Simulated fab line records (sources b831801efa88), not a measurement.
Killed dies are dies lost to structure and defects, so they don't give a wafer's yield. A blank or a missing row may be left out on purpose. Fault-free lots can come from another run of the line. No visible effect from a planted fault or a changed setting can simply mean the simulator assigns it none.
fab line records | flow sky130 | part 2 of 2: steps 28 to 38 of 38
record: lots: 5 wafers: 15 lastDay: 50
route steps=708 shown LDD_N@249 LDD_P@255 LDD_HVN@267 LDD_HVP@278
lots that met no fault: taken from a fault-free run of the same line
startH: start of the lot's first displayed wafer, in hours after the record's first day | waitH: how many hours have passed since the lot's step before this one | " same as the row above | L1.1+2: a single row standing in for several wafers | - no value, or no start given | * or withheld: withheld | < > ~ a bound
route shown NAME@n: NAME is a module with steps in the file, n the number in the route of the first one | usual: mean/standard deviation taken from wafers without a fault | same: alike in all rows | chamber/n: place in a boat | sites: readings site by site | _std_site: standard deviation across them | _edge_site: mean of outer sites minus mean of inner sites | radiusMm: for every site, how far away it sits from the centre of the wafer | mask NAME#n: copy n | behind: tool/chamber where the wafer was last shaped | hold: the reason the lot was held/the length of the hold in hours/how it ended | device: names the non-switching transistor (n, p or np) | end of line: the route-end tests of the same wafers | step lacking rows: just its recipe | killed: count of dies lost to structure and defects at first sort (not the wafer's yield) | map: shows each die of a wafer: x if killed, . if not, _ if none is there
set.NAME: setting as actually run; set.NAME@STEP: the setting as run at that earlier step | model.NAME: the simulator's own value behind a step, which no gauge read
certain route steps with their lots: each step a table, each wafer a row
services: from which hour (startH, from the record's first day; less than 0 if before it) a tool's chamber was out of use, for how many hours, and why
== steps ==
step: SKY_LDD_HVN_STRIP_09
recipe: chemistry: O2/N2 powerW: 1400 pressureMtorr: 1500 platenTempC: withheld o2FlowSccm: 3000 n2FlowSccm: 300 overashFraction: 0.5
usual: drypumpMotorCurrentA: 5.5/0.47 oesProductAu: 0.409/0.0042 stripTimeToEndpointS: 4.139/0.016
columns lot.wafer tool chamber startH waitH drypumpMotorCurrentA oesProductAu rfHoursCounterH stripTimeToEndpointS
L076.1 plasmaAsher-01 1 495.25 0.1 4.9 0.410 81 4.158
L076.2 " 0 " " 5.8 0.413 81 4.157
L076.5 " 0 " " 5.8 0.403 - 4.150
L080.2 plasmaAsher-01 0 536.07 0.1 5.8 0.409 85 4.150
L080.3 " 0 " " 5.8 0.409 - 4.131
L080.5 " 0 " " 5.8 0.412 - 4.149
L088.3 plasmaAsher-02 0 605.15 0.1 5.1 0.411 - 4.120
L088.4 " 1 " " 5.4 0.403 - 4.141
L088.5 " 1 " " 5.4 0.411 - 4.144
L091.1 plasmaAsher-04 1 610.62 0.1 6.1 0.409 81 4.122
L091.3 " 1 " " 6.1 0.410 - 4.118
L091.6 " 1 " " 6.1 0.407 - 4.138
L095.1 plasmaAsher-01 1 642.15 0.1 4.9 0.407 96 4.162
L095.2 " 0 " " 5.7 0.409 96 4.188
L095.6 " 0 " " 5.7 0.410 - 4.147
step: SKY_LDD_HVN_TW_MEAS_10
usual: LDD_HVN_TW: 1459/12
columns lot.wafer tool chamber startH waitH LDD_HVN_TW
L076.1 filmMetro-02 - 495.35 0.1 1449
L076.2 " - " " 1452
L076.5 " - " " 1452
L080.2 filmMetro-01 - 536.18 0.1 1477
L080.3 " - " " 1468
L080.5 " - " " 1465
L088.3 filmMetro-02 - 605.24 0.1 1455
L088.4 " - " " 1454
L088.5 " - " " 1458
L091.1 filmMetro-02 - 610.72 0.1 1453
L091.3 " - " " 1457
L091.6 " - " " 1457
L095.1 filmMetro-02 - 642.25 0.1 1444
L095.2 " - " " 1449
L095.6 " - " " 1448
step: SKY_LDD_HVP_DEHYDRATE_00
recipe: tempC: 200 timeS: 60
usual: heaterPowerTotalW: 160.37/0.12
columns lot.wafer tool chamber startH waitH heaterPowerTotalW
L076.1 lithoTrack-01 0 510.53 15.2 160.16
L076.2 " 0 " " 160.34
L076.5 " 0 " " 160.50
L080.2 lithoTrack-01 0 550.05 13.9 160.38
L080.3 " 0 " " 160.20
L080.5 " 0 " " 160.16
L088.3 lithoTrack-02 0 618.75 13.5 160.25
L088.4 " 0 " " 160.46
L088.5 " 0 " " 160.22
L091.1 lithoTrack-02 0 624.30 13.6 160.31
L091.3 " 0 " " 160.22
L091.6 " 0 " " 160.24
L095.1 lithoTrack-04 0 656.08 13.8 160.38
L095.2 " 0 " " 160.34
L095.6 " 0 " " 160.24
step: SKY_LDD_HVP_HMDS_01
recipe: primeTimeS: 60 primeTempC: 120
columns lot.wafer tool chamber startH waitH
L076.1+2+5 lithoTrack-01 0 510.68 0.1
L080.2+3+5 lithoTrack-01 0 550.20 0.1
L088.3+4+5 lithoTrack-02 0 618.90 0.1
L091.1+3+6 lithoTrack-02 0 624.45 0.1
L095.1+2+6 lithoTrack-04 0 656.23 0.1
step: SKY_LDD_HVP_COAT_02
recipe: resist: NOVOLAK spinRpm: 3000 resistThkNm: 300
usual: spinSpeedRpm: 3000.0/2.1
columns lot.wafer tool chamber startH waitH spinSpeedRpm
L076.1 lithoTrack-01 0 510.83 0.1 3001.5
L076.2 " 0 " " 2999.9
L076.5 " 0 " " 3001.0
L080.2 lithoTrack-01 0 550.35 0.1 2995.1
L080.3 " 0 " " 2999.9
L080.5 " 0 " " 2999.9
L088.3 lithoTrack-02 0 619.05 0.1 2997.5
L088.4 " 0 " " 2999.1
L088.5 " 0 " " 2997.6
L091.1 lithoTrack-02 0 624.60 0.1 2999.1
L091.3 " 0 " " 2998.4
L091.6 " 0 " " 2998.9
L095.1 lithoTrack-04 0 656.38 0.1 3001.5
L095.2 " 0 " " 2997.2
L095.6 " 0 " " 2997.3
step: SKY_LDD_HVP_SOFTBAKE_03
recipe: tempC: 90 timeS: 60 resist: NOVOLAK
usual: heaterPowerTotalW: 56.60/0.042
columns lot.wafer tool chamber startH waitH heaterPowerTotalW
L076.1 lithoTrack-01 0 510.98 0.1 56.62
L076.2 " 0 " " 56.58
L076.5 " 0 " " 56.46
L080.2 lithoTrack-01 0 550.50 0.1 56.57
L080.3 " 0 " " 56.56
L080.5 " 0 " " 56.55
L088.3 lithoTrack-02 0 619.20 0.1 56.53
L088.4 " 0 " " 56.61
L088.5 " 0 " " 56.52
L091.1 lithoTrack-02 0 624.75 0.1 56.64
L091.3 " 0 " " 56.57
L091.6 " 0 " " 56.66
L095.1 lithoTrack-04 0 656.53 0.1 56.62
L095.2 " 0 " " 56.53
L095.6 " 0 " " 56.61
step: SKY_LDD_HVP_EXPOSE_04
recipe: maskId: HVPTM na: 0.6 sourceShape: conventional sigmaOuter: 0.6 polarization: unpolarized targetCdNm: 700 doseMj: 86
usual: stageVelMmS: 499.95/0.26
columns lot.wafer tool chamber startH waitH mask stageVelMmS
L076.1 ilineStepper-01 0 - - HVPTM#0 500.13
L076.2 " 0 " " HVPTM#0 500.11
L076.5 " 0 " " HVPTM#0 499.96
L080.2 ilineStepper-01 0 - - HVPTM#0 500.10
L080.3 " 0 " " HVPTM#0 500.13
L080.5 " 0 " " HVPTM#0 500.12
L088.3 ilineStepper-02 0 - - HVPTM#0 500.11
L088.4 " 0 " " HVPTM#0 500.14
L088.5 " 0 " " HVPTM#0 500.18
L091.1 ilineStepper-02 0 - - HVPTM#0 499.89
L091.3 " 0 " " HVPTM#0 499.91
L091.6 " 0 " " HVPTM#0 499.91
L095.1 ilineStepper-02 0 - - HVPTM#0 500.07
L095.2 " 0 " " HVPTM#0 499.43
L095.6 " 0 " " HVPTM#0 500.04
step: SKY_LDD_HVP_PEB_05
recipe: tempC: withheld timeS: * resist: NOVOLAK
columns lot.wafer tool chamber startH waitH
L076.1+2+5 lithoTrack-01 0 - -
L080.2+3+5 lithoTrack-01 0 - -
L088.3+4+5 lithoTrack-01 0 - -
L091.1+3+6 lithoTrack-01 0 - -
L095.1+2+6 lithoTrack-02 0 - -
step: SKY_LDD_HVP_DEVELOP_06
recipe: resist: NOVOLAK developer: TMAH developTimeS: 60 devTempC: 23
columns lot.wafer tool chamber startH waitH
L076.1+2+5 lithoTrack-01 0 525.73 0.1
L080.2+3+5 lithoTrack-01 0 565.60 0.1
L088.3+4+5 lithoTrack-01 0 634.18 0.1
L091.1+3+6 lithoTrack-01 0 638.93 0.1
L095.1+2+6 lithoTrack-02 0 670.95 0.1
step: SKY_LDD_HVP_OVL_MEAS_07
usual: LDD_HVP_OVL: 0.8/1.2
columns lot.wafer tool chamber startH waitH LDD_HVP_OVL[nm]
L076.1 overlay-02 - 525.88 0.1 1.2
L076.2 " - " " 0.9
L076.5 " - " " 1.1
L080.2 overlay-01 - 565.73 0.1 1.5
L080.3 " - " " 1.1
L080.5 " - " " 3.2
L088.3 overlay-01 - 634.29 0.1 0.9
L088.4 " - " " -0.4
L088.5 " - " " 2.2
L091.1 overlay-02 - 639.08 0.1 -0.1
L091.3 " - " " -0.6
L091.6 " - " " 0.9
L095.1 overlay-02 - 671.10 0.1 1.4
L095.2 " - " " -0.2
L095.6 " - " " 0.8
step: SKY_LDD_HVP_IMPLANT_08
recipe: species: B energyKev: 20 doseCm2: 1.669e+13 tiltDeg: 17.9
usual: doseIonsCm2: 1.6692e+13/1.8e+10
columns lot.wafer tool chamber startH waitH doseIonsCm2
L076.1 implanter-01 0 525.92 0.0 1.6668e+13
L076.2 " 0 " " 1.6684e+13
L076.5 " 0 " " 1.6646e+13
L080.2 implanter-03 0 565.79 0.0 1.6679e+13
L080.3 " 0 " " 1.6675e+13
L080.5 " 0 " " 1.6647e+13
L088.3 implanter-03 0 634.36 0.1 1.6722e+13
L088.4 " 0 " " 1.6689e+13
L088.5 " 0 " " 1.6708e+13
L091.1 implanter-01 0 639.11 0.0 1.6717e+13
L091.3 " 0 " " 1.6713e+13
L091.6 " 0 " " 1.6703e+13
L095.1 implanter-02 0 671.13 0.0 1.67e+13
L095.2 " 0 " " 1.6707e+13
L095.6 " 0 " " 1.6689e+13
== services ==
columns tool chamber startH hours kind
plasmaAsher-02 - 411.99 16.5 repair
ilineStepper-01 - 416.02 2.1 pm
implanter-01 - 426.40 1.6 repair
plasmaAsher-02 - 428.52 9.0 pm
ilineStepper-02 - 430.95 6.2 repair
plasmaAsher-02 - 431.02 0.7 repair
implanter-01 - 437.83 2.1 repair
implanter-03 - 451.35 1.1 repair
ilineStepper-01 - 480.24 1.7 pm
implanter-01 - 526.18 19.2 repair
implanter-04 - 531.88 1.8 repair
implanter-03 - 537.38 0.7 repair
implanter-01 - 545.43 3.0 pm
plasmaAsher-04 - 563.93 1.2 repair
ilineStepper-02 - 568.47 1.7 pm
implanter-01 - 571.97 2.0 repair
implanter-03 - 575.52 20.8 repair
plasmaAsher-03 - 582.46 0.4 repair
implanter-02 - 600.63 0.7 repair
implanter-04 - 608.60 2.8 repair
implanter-02 - 619.00 3.9 pm
implanter-02 - 629.77 41.2 pm
ilineStepper-02 - 638.19 15.8 repair
ilineStepper-01 - 667.55 10.8 repair
